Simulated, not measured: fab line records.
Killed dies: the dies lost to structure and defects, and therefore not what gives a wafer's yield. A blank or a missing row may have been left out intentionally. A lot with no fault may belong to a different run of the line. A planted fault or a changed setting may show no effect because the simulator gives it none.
8D (eight disciplines) problem report, filled in by code | flow gf180mcu | the parts of the form that need people (team, actions taken, sign-off) are left out

1. PROBLEM STATEMENT
STI_CVD_03_THK at GF_STI_THK_MEAS_04 reads a mean of 137.7 nm on 3 wafers of 1 lot; wafers without a fault read 207.0 nm with a standard deviation of 1.8. Relative to the usual mean, that is a shift of -38 standard deviations.
Seen first at day 5 16:37 on film_metro-04, wafer L944.3. The record holds 39 wafers of 13 lots with a number at this step. Rule for "out", or "out of limits": more than 4 standard deviations from the usual mean. Any other wafer with a number is counted as sound.

2. WHAT IT IS, WHAT IT ISN'T
question                    | is                     | is not
which readings at this step | STI_CVD_03_THK         | -
which lots                  | L944                   | L926, L928, L930, L931, L932, L933, L934, L935, L936, L942, L943, L948
which wafers of those lots  | all that have a number | -
read on which gauges        | film_metro-04          | film_metro-02, film_metro-03
when                        | from day 5 16:37       | up to then (33 sound wafers); but 3 sound wafers of L948 came after

3. WHAT RULES OUT EACH SUSPECT
Counting: any tool at a process step up to the reading is kept as a suspect provided that every lot that is out went through it and no sound lot did after the first of them.
- ruled out: the gauge at GF_STI_THK_MEAS_04. All the wafers that are out were read on film_metro-04, but those of them that GF_STI_ETCH_13 has rows for are out there too, on other tools.
- lpcvd-01 at GF_STI_CVD_03 (deposits Si3N4 from DCS/NH3, target thk 207.16 nm, time 3551 s): kept. It ran the lot that is out, L944 (day 5 14:37), and no sound lot after that; its last sound lot up to then is L936 (day 3 19:39).
Remaining after the count: lpcvd-01 at GF_STI_CVD_03.

4. THE CAUSE (what the simulator had put in)
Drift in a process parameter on lpcvd-01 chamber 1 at GF_STI_CVD_03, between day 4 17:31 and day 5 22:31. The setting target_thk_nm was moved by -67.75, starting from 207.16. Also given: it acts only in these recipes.
The count eliminated every tool but this one.

5. SEQUENCE OF EFFECTS, ordered by route
One row per reading whose mean, taken over the struck wafers that have a number, lies over 3 standard deviations from the usual. Readings are gone through only where the record gives a usual standard deviation; hours: the median, over the lots, of the time from a lot's start at the first step in this table giving one to that lot's start at this step; sigmas: the change measured in usual standard deviations.
hours | step               | reading            | usual      | on struck wafers | change | sigmas
0     | GF_STI_THK_MEAS_04 | STI_CVD_03_THK     | 207.0 nm   | 137.7            | -69.3  | -38
14    | GF_STI_ETCH_13     | oes_product_au     | 0.831 a.u. | 0.676            | -0.155 | -26
14    | GF_STI_ETCH_13     | throttle_valve_pct | 8.810 %    | 8.765            | -0.045 | -5.4
Here are the process steps it includes:
- GF_STI_ETCH_13: etches the open film in CHF3/O2, stops on Si, target depth 282.31 nm, time 112.9 s.
Later steps that measure or inspect, where all struck wafers having a row at the step show a number for every such reading and not one has moved that far: GF_STI_THK_MEAS_24, GF_VT_IMPLANT_OVL_MEAS_29.

6. WHAT WOULD HAVE CAUGHT IT SOONER
Counted from the fault's start at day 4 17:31, it took 23 hours until the first out-of-limits reading at a measuring or inspecting step in this record, taken at day 5 16:37.
All the lots that are out (1) had begun GF_STI_CVD_03 on lpcvd-01 by day 5 16:37. Tool hold at that time: it would have spared none of them.
